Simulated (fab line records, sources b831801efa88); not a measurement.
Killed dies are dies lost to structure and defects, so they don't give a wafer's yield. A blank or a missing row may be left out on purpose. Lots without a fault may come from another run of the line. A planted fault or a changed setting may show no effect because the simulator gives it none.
Chamber matching | flow sky130 | SKY_POLY_CUT_ETCH_11 on rie_diel-04: 4 sister chambers
The step etches Si3N4 in CF4/CH2F2/Ar, stops on poly-Si, time 42.5 s, target depth 60 nm. 4 wafers are shown with their chamber, then 9 later ones without.

WAFERS WITH THEIR CHAMBER
wafer  | chamber | oes_product_au (a.u.)
L352.1 | 2       | 0.822
L354.1 | 1       | 0.825
L354.2 | 3       | 0.825
L354.3 | 0       | 0.832

WAFERS WITHOUT THEIR CHAMBER
wafer  | oes_product_au (a.u.)
L357.1 | 0.831
L357.2 | 0.830
L357.5 | 0.828
L358.1 | 0.833
L358.5 | 0.827
L358.6 | 0.835
L359.4 | 0.833
L359.5 | 0.826
L359.6 | 0.823

WHICH CHAMBER EACH WENT THROUGH
wafer  | from the rows above               | in truth
L357.1 | 0                                 | 0
L357.2 | can't be placed: 0 or 1 or 3      | 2
L357.5 | can't be placed: 1 or 3 or 0 or 2 | 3
L358.1 | 0                                 | 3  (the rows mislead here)
L358.5 | can't be placed: 1 or 3 or 0 or 2 | 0
L358.6 | 0                                 | 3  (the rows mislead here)
L359.4 | 0                                 | 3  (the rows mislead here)
L359.5 | can't be placed: 1 or 3 or 2      | 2
L359.6 | can't be placed: 2 or 1 or 3      | 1
Placed correctly: 1 of 9. Can't be placed from these rows: 5 (the true chamber is among the candidates in 4). Placed wrongly: 3.
How it was worked out, from the rows above alone: a wafer's distance from a chamber is the root of the sum, over the readings, of the square of ((its reading less the chamber's mean) divided by the reading's scatter). The wafer belongs to the nearest chamber; if the next one is less than 2 further off, it can't be placed. A chamber's mean is the mean of its shown wafers. The scatter: with one shown wafer a chamber, the root of the mean of the squares of how far each hidden wafer lies from its nearest shown one.
